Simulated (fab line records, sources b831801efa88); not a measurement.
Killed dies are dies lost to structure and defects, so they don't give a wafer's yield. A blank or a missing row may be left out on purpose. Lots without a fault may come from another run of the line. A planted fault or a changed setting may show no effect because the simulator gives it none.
Which tool did it? | flow sfq_line | 14 lots, 42 wafers sampled, at 2 steps of a route of 325

WHAT THE GAUGES READ, wafer by wafer
SFQ_I5_OVL_MEAS_936.
lot  | measured     | on         | I5_OVL (nm)
L402 | day 67 11:45 | overlay-02 | -4 -3 -6
L403 | day 67 16:21 | overlay-02 | -3 -7 1
L405 | day 67 22:20 | overlay-02 | -12 -7 0
L407 | day 68 03:08 | overlay-01 | -3 7 5
L408 | day 68 04:21 | overlay-01 | -4 3 1
L409 | day 68 10:21 | overlay-02 | -11 -15 -12
L410 | day 68 11:33 | overlay-01 | 2 -6 -4
L411 | day 68 16:20 | overlay-01 | -6 0 -11
L414 | day 69 13:57 | overlay-01 | -11 -3 -5
L421 | day 70 18:44 | overlay-01 | -2 -15 -10
L422 | day 71 04:46 | overlay-01 | 1 5 5
L423 | day 71 07:10 | overlay-02 | 0 4 7
L424 | day 71 10:46 | overlay-02 | 2 -7 -9
L425 | day 71 22:46 | overlay-02 | -14 4 8

WHICH TOOL RAN EACH LOT (tool, then ch and the chambers of the sampled wafers, then the start)
lot  | SFQ_TRILAYER_JJ_CE_STRIP_STRIP_120
L402 | rie_metal-01 ch 1, day 54 02:46
L403 | rie_metal-03 ch 0,1, day 54 20:55
L405 | rie_metal-02 ch 0,1, day 56 15:40
L407 | rie_metal-02 ch 0,1, day 57 00:04
L408 | rie_metal-02 ch 0,1, day 57 05:04
L409 | rie_metal-01 ch 0,1, day 57 08:40
L410 | rie_metal-01 ch 0,1, day 57 13:28
L411 | rie_metal-03 ch 0,1, day 57 15:40
L414 | rie_metal-02 ch 0,1, day 59 03:52
L421 | rie_metal-01 ch 0,1, day 60 06:04
L422 | rie_metal-03 ch 0,1, day 60 07:16
L423 | rie_metal-01 ch 0,1, day 60 14:39
L424 | rie_metal-01 ch 0,1, day 60 20:41
L425 | rie_metal-02 ch 0,1, day 61 11:03
- SFQ_TRILAYER_JJ_CE_STRIP_STRIP_120: strips in O2.

WHAT THE TOOLS THEMSELVES READ (means of the sampled wafers that have a number; where no wafer has one, the mark that the record gives instead)
SFQ_TRILAYER_JJ_CE_STRIP_STRIP_120.
lot  | tool         | drypump_motor_current_A (A) | oes_product_au (a.u.)
L402 | rie_metal-01 | 5.4                         | 1.015
L403 | rie_metal-03 | 5.3                         | 1.004
L405 | rie_metal-02 | 5.0                         | 1.006
L407 | rie_metal-02 | 5.3                         | 1.006
L408 | rie_metal-02 | 5.4                         | 0.997
L409 | rie_metal-01 | 5.6                         | 1.002
L410 | rie_metal-01 | 5.5                         | 1.001
L411 | rie_metal-03 | 5.4                         | 1.009
L414 | rie_metal-02 | 5.0                         | 1.006
L421 | rie_metal-01 | 5.7                         | 0.990
L422 | rie_metal-03 | 5.3                         | 1.002
L423 | rie_metal-01 | 5.6                         | 1.002
L424 | rie_metal-01 | 5.7                         | 0.993
L425 | rie_metal-02 | 5.0                         | 0.999

THE ANSWER, worked out from the rows above alone
Rule: what is usual is taken from the lots themselves. Put in order of their means at a reading, lots are off if they are a third of the lots or fewer, leave a main group of 4 or more, and stand apart from it by a gap of 3 or more times the standard deviation of the main group's means; of several such gaps the widest counts. A main group whose means are all the same, to the digits that the tables above print for the reading, isn't used. A lot without any number at a reading at which 4 lots or more have one is off too. The other lots that the step has rows for count as sound. The gauges are gone through in route order, then the tools' own readings, and for those a lot's mean is taken as printed above. The first step at which some lot is off is used, and at that step the reading that is off furthest; a lot without a number counts as furthest.
No lot is off at any reading shown: from this, nothing can be told.

WHAT THE SIMULATOR HAD PUT IN
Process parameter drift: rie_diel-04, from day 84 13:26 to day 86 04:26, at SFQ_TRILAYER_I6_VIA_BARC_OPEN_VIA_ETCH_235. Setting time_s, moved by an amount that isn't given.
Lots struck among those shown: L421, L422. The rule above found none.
